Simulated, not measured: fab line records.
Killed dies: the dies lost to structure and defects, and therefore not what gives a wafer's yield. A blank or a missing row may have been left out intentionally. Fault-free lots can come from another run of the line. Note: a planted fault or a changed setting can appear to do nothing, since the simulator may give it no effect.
Matching of chambers / flow sky130 / SKY_FIELD_ISO_ETCH_14 on rie_diel-03 has 4 sister chambers
The step etches BARC in N2/H2, stops on SiO2, time 45.9 s, target depth 60 nm. 4 wafers are shown with their chamber, then 7 later ones without.

EACH WAFER AND ITS CHAMBER
wafer=L084.1; chamber=2; drypump_motor_current_A (A)=5.5
wafer=L084.6; chamber=1; drypump_motor_current_A (A)=6.0
wafer=L088.1; chamber=3; drypump_motor_current_A (A)=5.9
wafer=L088.3; chamber=0; drypump_motor_current_A (A)=5.7

WAFERS MISSING THEIR CHAMBER
wafer=L088.4; drypump_motor_current_A (A)=6.1
wafer=L089.2; drypump_motor_current_A (A)=5.7
wafer=L089.3; drypump_motor_current_A (A)=5.5
wafer=L089.4; drypump_motor_current_A (A)=5.9
wafer=L096.3; drypump_motor_current_A (A)=5.6
wafer=L096.4; drypump_motor_current_A (A)=5.5
wafer=L096.5; drypump_motor_current_A (A)=6.1

WHICH CHAMBER EACH ONE RAN IN
wafer=L088.4; from the rows above=can't be placed: 1 or 3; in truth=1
wafer=L089.2; from the rows above=0; in truth=0
wafer=L089.3; from the rows above=2; in truth=2
wafer=L089.4; from the rows above=can't be placed: 3 or 1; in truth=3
wafer=L096.3; from the rows above=can't be placed: 2 or 0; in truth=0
wafer=L096.4; from the rows above=2; in truth=2
wafer=L096.5; from the rows above=can't be placed: 1 or 3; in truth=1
Correct placement for 3 of the 7. From these rows, 4 cannot be placed; in 4 the true chamber is one of the candidates. Number placed wrongly: 0.
How it was worked out, from the rows above alone: a wafer's distance from a chamber is the root of the sum, over the readings, of the square of ((its reading less the chamber's mean) divided by the reading's scatter). If the next closest chamber is less than 2 further off than the closest, the wafer can't be placed; otherwise it belongs to the closest. A chamber's mean is the mean of its shown wafers. The scatter: with one shown wafer a chamber, the root of the mean of the squares of how far each hidden wafer lies from its nearest shown one.
